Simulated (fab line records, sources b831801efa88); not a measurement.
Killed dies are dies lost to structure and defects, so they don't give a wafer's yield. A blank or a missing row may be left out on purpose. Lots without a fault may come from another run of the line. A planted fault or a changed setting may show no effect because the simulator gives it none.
A struck lot beside a sound one | flow sky130 | 15 steps out of a route of 708
Sound: wafers L670.2, L670.4, L670.5. Struck: wafers L674.4, L674.5, L674.6. The cause comes at the end.
At each step with rows: each side's tool, then ch and its chambers, then its first start. Under that, the readings that differ: sound wafers | struck wafers | difference of the means | sigmas: that difference in standard deviations of wafers without a fault.
alike: readings whose means differ by less than 2 such deviations, and words and numbers that are the same on both sides. not compared: withheld readings, readings that some wafer has no value for, bounds like >300 that may hide the same value, and numbers for which the record gives no deviation and whose values overlap.
The two part at a step that has a row with sigmas, a row that says differs or no value, or rows on one side only. Numbers that don't overlap but have no deviation are shown without sigmas and don't part them. A reading that every wafer of one side lacks parts them only if that side has two wafers or more.

SKY_VIA3_OVL_MEAS_13:
  sound on overlay-02, day 40 08:35; struck on overlay-01, day 42 02:10
  alike: VIA3_OVL
SKY_VIA3_ETCH_14: etches BARC in N2/H2, stops on SiO2, time 45.9 s, target depth 60 nm.
  sound on rie_diel-03 ch 1,2, day 40 08:37; struck on rie_diel-02 ch 0,1, day 42 02:11
  alike: drypump_motor_current_A, oes_product_au, throttle_valve_pct
  not compared: rf_hours_counter_h
SKY_VIA3_ETCH_15: etches SiO2 in C4F8/O2/Ar, stops on TiN, target depth 507 nm, time 78 s.
  sound on rie_diel-03 ch 1,2, day 40 08:40; struck on rie_diel-02 ch 0,1, day 42 02:14
  alike: oes_product_au
  not compared: rf_hours_counter_h
SKY_VIA3_STRIP_16: strips in O2/N2.
  sound on plasma_asher-03 ch 0,1, day 40 08:44; struck on plasma_asher-04 ch 0,1, day 42 02:19
  alike: drypump_motor_current_A, oes_product_au, strip_time_to_endpoint_s
  not compared: rf_hours_counter_h
then, 3 steps without rows for these wafers: SKY_VIA3_STRIP_17 (strips in post etch residue remover, time 1200 s); SKY_VIA3_CLEAN_18 (cleans in IPA, time 180 s); SKY_VIA3_CLEAN_19 (cleans in O3/DIW).
SKY_VIA3_SPUTTER_20: material TiN, target thk 20 nm, time 80 s.
  sound on pvd_sputter-01, day 40 09:19; struck on pvd_sputter-03, day 42 02:55
  alike: cathode_dc_power_W, chamber_pressure_pa, throttle_valve_pct
then, 1 step without rows for these wafers: SKY_VIA3_CVD_21 (deposits W, target thk 390 nm, time 117.31 s).
SKY_VIA3_RS_MEAS_22: measures by four-point-probe.
  sound on film_metro-03, day 40 09:31; struck on film_metro-03, day 42 03:08
  alike: VIA3_W_RS
SKY_VIA3_THK_MEAS_23: measures by xrf.
  sound on film_metro-03, day 40 09:38; struck on film_metro-03, day 42 03:13
  alike: VIA3_W_THK
then, 1 step without rows for these wafers: SKY_VIA3_CMP_24 (polishes, stops on SiO2, t overpolish 20 s, target thk 0 nm).
SKY_METAL4_SPUTTER_00: material Ti, target thk 15 nm, time 10 s.
  sound on pvd_sputter-02, day 40 09:59; struck on pvd_sputter-04, day 42 03:33
  no value came back on the struck wafers for cathode_dc_power_W (W), chamber_pressure_pa (Pa), throttle_valve_pct (%); on the sound wafers cathode_dc_power_W (W) reads 2999.5 2999.7 3000.7
SKY_METAL4_SPUTTER_01: material TiN, target thk 20 nm, time 16.7 s.
  sound on pvd_sputter-02, day 40 10:00; struck on pvd_sputter-04, day 42 03:34
  alike: cathode_dc_power_W, chamber_pressure_pa, throttle_valve_pct
-- the record jumps here: 6 days lie between the struck wafers' starts before and after (it left off in module METAL4 and takes up again in module PAD_OPEN, whose first step shown is number 708 of the route) --
SKY_PAD_OPEN_PROBE_99:
  sound on prober-02, day 46 09:56; struck on prober-02, day 47 21:14
  reading                       | sound             | struck           | difference | sigmas
  model.etest.via3_chain.rc_ohm | 9.651 9.311 9.278 | 10.84 10.79 11.4 | +1.60      |
  alike: defect_limited_yield, killed_at_M0_to_M3, killed_at_M4_up, killed_at_contacts, killed_at_front_end, killed_at_other, killed_dies, killed_on_rim, killed_open, killed_short, sort_bin_3_pad_short, sort_bin_5_function, sort_bin_6_memory, sort_n_pass, sort_yield_pct

WHERE THEY PART
Only at SKY_METAL4_SPUTTER_00, within this record. Later steps at which nothing parts them and some readings are alike: SKY_METAL4_SPUTTER_01, SKY_PAD_OPEN_PROBE_99.

WHY: what the simulator had put in
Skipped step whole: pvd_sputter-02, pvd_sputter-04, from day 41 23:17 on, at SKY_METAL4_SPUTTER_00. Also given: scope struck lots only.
